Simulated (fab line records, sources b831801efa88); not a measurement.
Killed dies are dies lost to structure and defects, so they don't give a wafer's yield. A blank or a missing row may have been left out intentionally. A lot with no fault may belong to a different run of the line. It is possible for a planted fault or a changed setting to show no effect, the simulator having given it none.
A struck lot beside a sound one	flow sky130	16 steps out of a route of 708
Sound: these wafers, L659.1, L659.2, L659.5. Wafers L649.2, L649.4, L649.5 were the ones struck. At the end, the cause is stated.
Each step with rows lists, per side, the tool, then ch with its chambers, then its first start. Under that, the readings that differ: sound wafers	struck wafers	difference of the means	sigmas: that difference in standard deviations of wafers without a fault.
alike: readings whose means differ by less than 2 such deviations, and words and numbers that are the same on both sides. not compared: withheld readings, readings that some wafer has no value for, bounds like >300 that may hide the same value, and numbers for which the record gives no deviation and whose values overlap.
The two part at a step that has a row with sigmas, a row that says differs or no value, or rows on one side only. Numbers that don't overlap but have no deviation are shown without sigmas and don't part them. A reading missing from all wafers of one side parts the sides only when that side holds two or more wafers.

first, 2 steps without rows for these wafers: SKY_VT_ADJUST_PCH_PEB_05; SKY_VT_ADJUST_PCH_DEVELOP_06 (develop time 60 s).
SKY_VT_ADJUST_PCH_OVL_MEAS_07:
  sound on overlay-02, day 16 13:34; struck on overlay-02, day 13 12:20
reading	sound	struck	difference	sigmas
VT_ADJUST_PCH_OVL (nm)	-0.3 -0.7 -2.9	1.7 1.2 1.4	+2.7	+2
next, for these wafers, 1 step has no rows: SKY_VT_ADJUST_PCH_IMPLANT_08.
SKY_VT_ADJUST_PCH_STRIP_09: strips in O2/N2.
  sound on plasmaAsher-02 ch 0,1, day 16 13:45; struck on plasmaAsher-03 ch 0,1, day 13 12:31
reading	sound	struck	difference	sigmas
oesProductAu (a.u.)	0.735 0.734 0.728	0.712 0.722 0.724	-0.013	-3
  alike: drypumpMotorCurrentA, stripTimeToEndpointS
  not compared: rfHoursCounterH
SKY_VT_ADJUST_PCH_TW_MEAS_10:
  sound on filmMetro-03, day 16 13:51; struck on filmMetro-01, day 13 12:38
  alike: VT_ADJUST_PCH_TW
then, 6 steps without rows for these wafers: SKY_SONOS_TUNNEL_DEHYDRATE_00 (time 60 s); SKY_SONOS_TUNNEL_HMDS_01 (prime time 60 s); SKY_SONOS_TUNNEL_COAT_02 (resist thk 1140 nm); SKY_SONOS_TUNNEL_SOFTBAKE_03 (time 60 s); SKY_SONOS_TUNNEL_EXPOSE_04 (exposes mask TUNM, target cd 410 nm); SKY_SONOS_TUNNEL_PEB_05.
SKY_SONOS_TUNNEL_DEVELOP_06: develop time 60 s.
  sound on lithoTrack-01 ch 0, day 17 17:46; struck on lithoTrack-01 ch 0, day 14 14:05
reading	sound	struck	difference	sigmas
developerTempC (C)	22.87 22.90 22.99	20.74 20.75 20.73	-2.18	-18
SKY_SONOS_TUNNEL_CD_MEAS_07: the cd target is 410 nm.
  sound on cdSem-02, day 17 17:55; struck on cdSem-02, day 14 14:14
  alike: cdNm
SKY_SONOS_TUNNEL_OVL_MEAS_08:
  sound on overlay-01, day 17 18:02; struck on overlay-02, day 14 14:20
  alike: SONOS_TUNNEL_OVL
-- here the record skips 34 days between the struck wafers' starts before and after, leaving off in module SONOS_TUNNEL and picking up in module PAD_OPEN (first step shown: number 708 of the route) --
SKY_PAD_OPEN_PROBE_99:
  sound on prober-01, day 50 14:26; struck on prober-01, day 48 06:56
  alike: killed_at_M0_to_M3, killed_at_M4_up, killedAtContacts, killedAtFrontEnd, killedAtOther, killedDies, killedOpen, killedShort

== WHERE THEY PART ==
Last at SKY_SONOS_TUNNEL_DEVELOP_06 as far as this record goes, first at SKY_VT_ADJUST_PCH_OVL_MEAS_07. Later steps at which nothing parts them and some readings are alike: SKY_SONOS_TUNNEL_CD_MEAS_07, SKY_SONOS_TUNNEL_OVL_MEAS_08, SKY_PAD_OPEN_PROBE_99.

WHY: the cause the simulator had injected
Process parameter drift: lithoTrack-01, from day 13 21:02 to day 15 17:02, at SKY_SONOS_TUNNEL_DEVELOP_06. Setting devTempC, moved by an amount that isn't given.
